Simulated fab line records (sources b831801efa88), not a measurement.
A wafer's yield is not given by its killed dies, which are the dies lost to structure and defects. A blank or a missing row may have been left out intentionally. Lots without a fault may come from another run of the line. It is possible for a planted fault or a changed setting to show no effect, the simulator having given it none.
fab line records ; flow sky130
record: lots: 10; wafers: 29; last_day: 50
route steps=708 shown LI_CONTACT@365 METAL1@438 VIA1@472
lots that met no fault: from a run of the same line without faults
start_h: start of the lot's first displayed wafer, in hours after the record's first day ; wait_h: time in hours since the lot's previous step ; " identical to the entry in the row above ; L1.1+2: a single row standing in for several wafers ; - no value, or no start given ; * or withheld: withheld ; < > ~ a bound
route shown NAME@n: a module of which the file shows steps, and the number in the route of the first ; usual: the fault-free wafers' mean and standard deviation ; same: alike in all rows ; chamber/n: place in a boat ; sites: each site's reading ; _std_site: standard deviation of those values ; _edge_site: the outer-site mean with the inner-site mean subtracted ; radius_mm: for every site, how far away it sits from the centre of the wafer ; mask NAME#n: copy n ; behind: the last tool/chamber to shape the wafer ; hold: reason for holding the lot/hours on hold/outcome of the hold ; device: the transistor (n, p or np) that didn't switch ; end of line: the same wafers' tests at the end of the route ; a step with no rows: only its recipe ; killed: dies lost to structure and defects at the first sort, not the wafer's yield ; map: a wafer's dies, marking killed ones x, the rest . and places with no die _
set.NAME: the setting as run; set.NAME@STEP: as run at that earlier step ; model.NAME: the simulator's own value behind a step, which no gauge read
steps of the route over a sample of lots; a table a step, a row a wafer
services: when a tool's chamber went out of use (start_h, in hours from the record's first day, below 0 if earlier), for how many hours, and the reason
== steps ==
step: SKY_LI_CONTACT_BOW_MEAS_03
recipe: mode: bow
usual: LI_CONTACT_BOW: 56/7
lot.wafer;tool;chamber;start_h;wait_h;LI_CONTACT_BOW[um]
L900.1;film_metro-04;-;646.71;0.1;51
L900.4;film_metro-04;-;646.71;0.1;55
L900.5;film_metro-04;-;646.71;0.1;44
L901.3;film_metro-03;-;650.35;0.1;56
L901.4;film_metro-03;-;650.35;0.1;55
L901.5;film_metro-03;-;650.35;0.1;60
L902.3;film_metro-04;-;667.92;0.3;57
L902.4;film_metro-04;-;667.92;0.3;73
L902.6;film_metro-04;-;667.92;0.3;49
L905.2;film_metro-03;-;684.94;0.2;67
L905.4;film_metro-03;-;684.94;0.2;53
L905.5;film_metro-03;-;684.94;0.2;53
L906.1;film_metro-02;-;700.60;0.1;62
L906.2;film_metro-02;-;700.60;0.1;63
L906.3;film_metro-02;-;700.60;0.1;45
L912.3;film_metro-02;-;748.88;0.1;56
L912.6;film_metro-02;-;748.88;0.1;62
L918.1;film_metro-03;-;797.97;0.2;53
L918.3;film_metro-03;-;797.97;0.2;48
L918.5;film_metro-03;-;797.97;0.2;50
L919.2;film_metro-03;-;802.59;0.2;48
L919.3;film_metro-03;-;802.59;0.2;55
L919.5;film_metro-03;-;802.59;0.2;56
L920.1;film_metro-02;-;809.71;0.1;50
L920.2;film_metro-02;-;809.71;0.1;61
L920.4;film_metro-02;-;809.71;0.1;47
L921.4;film_metro-04;-;816.99;0.3;54
L921.5;film_metro-04;-;816.99;0.3;59
L921.6;film_metro-04;-;816.99;0.3;59
step: SKY_LI_CONTACT_ETCH_14
recipe: chemistry: N2/H2; target: BARC; ion_energy_ev: 200; source_w: 500; bias_w: 100; pressure_mtorr: 30; n2_flow_sccm: 100; h2_flow_sccm: 200; stop_on: SiO2; time_s: 45.9; target_depth_a: 600
usual: chamber_pressure_mTorr: 30.001/0.027; drypump_motor_current_A: 5.8/0.48; oes_product_au: 0.855/0.0048; throttle_valve_pct: 13.225/0.0087
lot.wafer;tool;chamber;start_h;wait_h;chamber_pressure_mTorr;drypump_motor_current_A;oes_product_au;rf_hours_counter_h;throttle_valve_pct
L900.1;rie_diel-04;2;675.64;0.0;30.021;5.6;0.851;8;13.230
L900.4;rie_diel-04;0;675.64;0.0;30.005;6.5;0.858;9;13.233
L900.5;rie_diel-04;1;675.64;0.0;30.056;6.2;0.858;-;13.210
L901.3;rie_diel-01;3;679.29;0.0;29.971;5.8;0.857;5;13.229
L901.4;rie_diel-01;1;679.29;0.0;30.003;6.4;0.862;21;13.212
L901.5;rie_diel-01;2;679.29;0.0;30.002;4.8;0.854;-;13.224
L902.3;rie_diel-02;2;696.06;0.0;30.028;5.8;0.860;13;13.237
L902.4;rie_diel-02;3;696.06;0.0;30.010;6.1;0.855;50;13.225
L902.6;rie_diel-02;3;696.06;0.0;29.982;6.1;0.852;-;13.229
L905.2;rie_diel-02;1;713.49;0.0;29.978;5.3;0.856;7;13.226
L905.4;rie_diel-02;2;713.49;0.0;29.949;5.7;0.860;13;13.224
L905.5;rie_diel-02;2;713.49;0.0;30.007;5.8;0.852;-;13.234
L906.1;rie_diel-04;2;728.69;0.0;30.005;5.6;0.858;9;13.229
L906.2;rie_diel-04;3;728.69;0.0;29.986;5.8;0.860;5;13.233
L906.3;rie_diel-04;0;728.69;0.0;29.999;6.5;0.843;10;13.236
L912.3;rie_diel-01;1;775.69;0.0;30.029;6.4;0.858;23;13.233
L912.6;rie_diel-01;3;775.69;0.0;29.979;5.8;0.863;-;13.221
L918.1;rie_diel-04;0;824.21;0.0;29.991;6.5;0.858;12;13.201
L918.3;rie_diel-04;2;824.21;0.0;29.968;5.6;0.854;11;13.231
L918.5;rie_diel-04;1;824.21;0.0;30.005;6.2;0.855;-;13.223
L919.2;rie_diel-01;2;828.71;0.0;30.020;4.8;0.850;21;13.218
L919.3;rie_diel-01;1;828.71;0.0;30.003;6.4;0.848;25;13.212
L919.5;rie_diel-01;1;828.71;0.0;30.009;6.4;0.854;-;13.217
L920.1;rie_diel-04;3;835.81;0.0;30.010;5.8;0.851;7;13.215
L920.2;rie_diel-04;1;835.81;0.0;30.011;6.2;0.857;4;13.223
L920.4;rie_diel-04;0;835.81;0.0;29.970;6.5;0.848;12;13.230
L921.4;rie_diel-04;3;843.34;0.0;29.948;5.8;0.849;7;13.226
L921.5;rie_diel-04;1;843.34;0.0;30.036;6.2;0.855;-;13.227
L921.6;rie_diel-04;2;843.34;0.0;30.023;5.6;0.852;-;13.227
step: SKY_METAL1_SPUTTER_04
recipe: material: TiN; target_thk_nm: 70; power_w: 6500; time_s: 58.3; chamber_pressure_pa: 0.4
usual: throttle_valve_pct: 29.9/0.96
lot.wafer;tool;chamber;start_h;wait_h;throttle_valve_pct
L900.1;pvd_sputter-03;-;737.16;0.0;30.1
L900.4;pvd_sputter-03;-;737.16;0.0;29.1
L900.5;pvd_sputter-03;-;737.16;0.0;29.5
L901.3;pvd_sputter-03;-;739.06;0.0;29.8
L901.4;pvd_sputter-03;-;739.06;0.0;29.7
L901.5;pvd_sputter-03;-;739.06;0.0;29.8
L902.3;pvd_sputter-04;-;756.50;0.0;31.4
L902.4;pvd_sputter-04;-;756.50;0.0;28.4
L902.6;pvd_sputter-04;-;756.50;0.0;28.4
L905.2;pvd_sputter-04;-;772.95;0.0;31.3
L905.4;pvd_sputter-04;-;772.95;0.0;28.6
L905.5;pvd_sputter-04;-;772.95;0.0;30.7
L906.1;pvd_sputter-04;-;787.47;0.0;28.9
L906.2;pvd_sputter-04;-;787.47;0.0;30.8
L906.3;pvd_sputter-04;-;787.47;0.0;30.7
L912.3;pvd_sputter-04;-;833.20;0.0;30.7
L912.6;pvd_sputter-04;-;833.20;0.0;30.8
L918.1;pvd_sputter-03;-;880.46;0.0;29.8
L918.3;pvd_sputter-03;-;880.46;0.0;29.9
L918.5;pvd_sputter-03;-;880.46;0.0;30.1
L919.2;pvd_sputter-03;-;884.59;0.0;29.9
L919.3;pvd_sputter-03;-;884.59;0.0;30.1
L919.5;pvd_sputter-03;-;884.59;0.0;29.4
L920.1;pvd_sputter-01;-;892.10;0.0;30.4
L920.2;pvd_sputter-01;-;892.10;0.0;29.8
L920.4;pvd_sputter-01;-;892.10;0.0;27.7
L921.4;pvd_sputter-03;-;900.01;0.0;29.7
L921.5;pvd_sputter-03;-;900.01;0.0;29.7
L921.6;pvd_sputter-03;-;900.01;0.0;29.3
step: SKY_METAL1_RS_MEAS_05
recipe: thk_meas_gauge: four-point-probe; reads: TiN_of_METAL1_SPUTTER_04+Ti_of_METAL1_SPUTTER_03+AlCu_of_METAL1_SPUTTER_02+TiN_of_METAL1_SPUTTER_01+Ti_of_METAL1_SPUTTER_00
usual: METAL1_ALCU_RS: 0.1274/0.0013
lot.wafer;tool;chamber;start_h;wait_h;hold;METAL1_ALCU_RS[ohm/sq]
L900.1;film_metro-02;-;737.21;0.0;-;0.1283
L900.4;film_metro-02;-;737.21;0.0;-;0.1275
L900.5;film_metro-02;-;737.21;0.0;-;0.1285
L901.3;film_metro-03;-;739.15;0.1;-;0.1274
L901.4;film_metro-03;-;739.15;0.1;-;0.1273
L901.5;film_metro-03;-;739.15;0.1;-;0.1269
L902.3;film_metro-03;-;756.59;0.1;-;0.1273
L902.4;film_metro-03;-;756.59;0.1;-;0.1278
L902.6;film_metro-03;-;756.59;0.1;-;0.1290
L905.2;film_metro-01;-;773.02;0.0;-;0.1267
L905.4;film_metro-01;-;773.02;0.0;-;0.1276
L905.5;film_metro-01;-;773.02;0.0;-;0.1268
L906.1;film_metro-03;-;787.52;0.0;-;0.1297
L906.2;film_metro-03;-;787.52;0.0;-;0.1296
L906.3;film_metro-03;-;787.52;0.0;-;0.1299
L912.3;film_metro-02;-;833.29;0.1;await_dispo/0.2h/release;0.1298
L912.6;film_metro-02;-;833.29;0.1;await_dispo/0.2h/release;0.1292
L912.3;film_metro-02;-;833.58;0.3;-;0.1298
L912.6;film_metro-02;-;833.58;0.3;-;0.1291
L918.1;film_metro-01;-;880.51;0.0;-;0.1283
L918.3;film_metro-01;-;880.51;0.0;-;0.1281
L918.5;film_metro-01;-;880.51;0.0;-;0.1284
L919.2;film_metro-02;-;884.65;0.0;-;0.1263
L919.3;film_metro-02;-;884.65;0.0;-;0.1253
L919.5;film_metro-02;-;884.65;0.0;-;0.1259
L920.1;film_metro-01;-;892.15;0.0;-;0.1264
L920.2;film_metro-01;-;892.15;0.0;-;0.1263
L920.4;film_metro-01;-;892.15;0.0;-;0.1259
L921.4;film_metro-02;-;900.12;0.1;-;0.1256
L921.5;film_metro-02;-;900.12;0.1;-;0.1268
L921.6;film_metro-02;-;900.12;0.1;-;0.1267
step: SKY_METAL1_THK_MEAS_06
recipe: thk_meas_gauge: xrf; reads: AlCu_of_METAL1_SPUTTER_02
usual: METAL1_ALCU_THK: 246.6/2.9
lot.wafer;tool;chamber;start_h;wait_h;hold;METAL1_ALCU_THK[nm]
L900.1;film_metro-02;-;737.33;0.1;-;244.8
L900.4;film_metro-02;-;737.33;0.1;-;246.1
L900.5;film_metro-02;-;737.33;0.1;-;243.8
L901.3;film_metro-03;-;739.25;0.1;-;249.0
L901.4;film_metro-03;-;739.25;0.1;-;246.0
L901.5;film_metro-03;-;739.25;0.1;-;246.4
L902.3;film_metro-03;-;756.69;0.1;-;246.0
L902.4;film_metro-03;-;756.69;0.1;-;245.4
L902.6;film_metro-03;-;756.69;0.1;-;243.6
L905.2;film_metro-01;-;773.13;0.1;-;248.2
L905.4;film_metro-01;-;773.13;0.1;-;247.5
L905.5;film_metro-01;-;773.13;0.1;-;247.0
L906.1;film_metro-03;-;787.64;0.1;-;244.0
L906.2;film_metro-03;-;787.64;0.1;-;242.8
L906.3;film_metro-03;-;787.64;0.1;-;242.4
L912.3;film_metro-02;-;838.40;4.8;await_dispo/0.2h/release;243.5
L912.6;film_metro-02;-;838.40;4.8;await_dispo/0.2h/release;224.7
L912.3;film_metro-02;-;838.64;0.2;-;242.7
L912.6;film_metro-02;-;838.64;0.2;-;225.9
L918.1;film_metro-01;-;880.63;0.1;-;243.2
L918.3;film_metro-01;-;880.63;0.1;-;245.7
L918.5;film_metro-01;-;880.63;0.1;-;244.2
L919.2;film_metro-02;-;884.76;0.1;-;247.2
L919.3;film_metro-02;-;884.76;0.1;-;249.0
L919.5;film_metro-02;-;884.76;0.1;-;249.2
L920.1;film_metro-01;-;892.27;0.1;-;246.9
L920.2;film_metro-01;-;892.27;0.1;-;250.1
L920.4;film_metro-01;-;892.27;0.1;-;248.7
L921.4;film_metro-02;-;900.21;0.1;-;249.1
L921.5;film_metro-02;-;900.21;0.1;-;248.9
L921.6;film_metro-02;-;900.21;0.1;-;247.2
step: SKY_VIA1_ETCH_14
recipe: chemistry: N2/H2; target: BARC; ion_energy_ev: 200; source_w: 500; bias_w: 100; pressure_mtorr: 30; n2_flow_sccm: 100; h2_flow_sccm: 200; stop_on: SiO2; time_s: 45.9; target_depth_a: 600
usual: chamber_pressure_mTorr: 29.997/0.028; drypump_motor_current_A: 5.7/0.45; oes_product_au: 0.855/0.0047; throttle_valve_pct: 13.223/0.0087
lot.wafer;tool;chamber;start_h;wait_h;chamber_pressure_mTorr;drypump_motor_current_A;oes_product_au;rf_hours_counter_h;throttle_valve_pct
L900.1;rie_diel-02;0;792.09;0.0;30.008;5.5;0.850;7;13.235
L900.4;rie_diel-02;3;792.09;0.0;29.993;6.1;0.853;1;13.205
L900.5;rie_diel-02;0;792.09;0.0;29.972;5.6;0.852;-;13.231
L901.3;rie_diel-03;3;794.14;0.0;30.005;4.8;0.866;17;13.232
L901.4;rie_diel-03;0;794.14;0.0;30.067;6.1;0.855;8;13.221
L901.5;rie_diel-03;3;794.14;0.0;30.049;4.8;0.858;-;13.226
L902.3;rie_diel-03;0;810.89;0.0;30.048;6.1;0.850;8;13.237
L902.4;rie_diel-03;3;810.89;0.0;30.020;4.8;0.856;18;13.222
L902.6;rie_diel-03;2;810.89;0.0;29.992;5.7;0.846;-;13.213
L905.2;rie_diel-03;3;826.96;0.0;29.981;4.7;0.858;18;13.227
L905.4;rie_diel-03;0;826.96;0.0;29.993;6.1;0.853;9;13.220
L905.5;rie_diel-03;1;826.96;0.0;29.997;5.8;0.853;-;13.223
L906.1;rie_diel-03;1;841.74;0.0;30.004;5.8;0.856;12;13.224
L906.2;rie_diel-03;0;841.74;0.0;29.979;6.1;0.862;9;13.212
L906.3;rie_diel-03;2;841.74;0.0;29.997;5.7;0.854;3;13.225
L912.3;rie_diel-03;1;887.16;0.0;30.017;5.8;0.865;14;13.231
L912.6;rie_diel-03;1;887.16;0.0;29.984;5.8;0.854;-;13.224
L918.1;rie_diel-04;1;932.05;0.0;30.030;6.3;0.855;6;13.229
L918.3;rie_diel-04;3;932.05;0.0;29.972;5.8;0.862;10;13.228
L918.5;rie_diel-04;2;932.05;0.0;29.997;5.6;0.844;-;13.211
L919.2;rie_diel-03;3;936.45;0.0;29.967;4.8;0.849;20;13.224
L919.3;rie_diel-03;1;936.45;0.0;29.970;5.9;0.855;15;13.225
L919.5;rie_diel-03;1;936.45;0.0;29.979;5.8;0.855;-;13.216
L920.1;rie_diel-04;3;943.10;0.0;30.018;5.8;0.853;10;13.234
L920.2;rie_diel-04;0;943.10;0.0;29.998;6.5;0.856;15;13.224
L920.4;rie_diel-04;1;943.10;0.0;29.967;6.2;0.859;6;13.226
L921.4;rie_diel-03;2;950.70;0.0;29.998;5.7;0.851;7;13.224
L921.5;rie_diel-03;2;950.70;0.0;29.994;5.7;0.856;-;13.229
L921.6;rie_diel-03;3;950.70;0.0;29.980;4.8;0.847;-;13.230
== services ==
tool;chamber;start_h;hours;kind
pvd_sputter-04;-;670.29;1.3;repair
rie_diel-02;1;758.26;6.6;repair
rie_diel-04;0;765.33;3.4;repair
rie_diel-04;-;777.10;0.4;repair
rie_diel-02;-;784.98;0.4;repair
rie_diel-02;-;788.67;2.8;pm
pvd_sputter-03;-;799.00;24.2;repair
pvd_sputter-04;-;810.55;0.9;repair
rie_diel-03;1;814.68;3.0;repair
rie_diel-01;3;820.67;13.5;repair
rie_diel-03;3;828.33;6.8;repair
rie_diel-04;-;832.40;0.5;repair
rie_diel-04;3;836.78;2.6;repair
rie_diel-04;1;843.52;1.7;repair
rie_diel-03;1;849.83;11.1;repair
rie_diel-04;1;885.74;4.1;repair
rie_diel-04;-;894.99;0.3;repair
rie_diel-03;-;899.05;14.6;pm
rie_diel-04;1;900.11;17.0;repair
rie_diel-03;3;917.58;10.7;repair
rie_diel-03;1;923.96;3.2;repair
rie_diel-03;-;925.28;1.8;repair
rie_diel-02;0;946.22;1.4;repair
rie_diel-02;0;950.05;39.6;repair
== key ==
first_sign: step: SKY_METAL1_RS_MEAS_05; reading: visit; direction: added
effect: step: SKY_METAL1_THK_MEAS_06; reading: visit; direction: added
effect: step: SKY_METAL1_THK_MEAS_06; reading: METAL1_ALCU_THK; direction: down; sigmas: 7.6; usual: 246.6; struck: 224.7
met_at SKY_METAL1_SPUTTER_04
struck_lots L912
struck_wafers L912.6
not_acting_at SKY_LI_CONTACT_BOW_MEAS_03,SKY_LI_CONTACT_ETCH_14,SKY_VIA1_ETCH_14
onset_between 787.47 833.20
fault: kind: process_parameter_drift; tool: pvd_sputter-04; chamber: -; onset_h: 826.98; steps: SKY_METAL1_SPUTTER_04; channel: target_thk_nm; offset: 40.756; shape: step; end_h: 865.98; scope: struck_wafers_only; acts_in: these_recipes_only; stated: 70
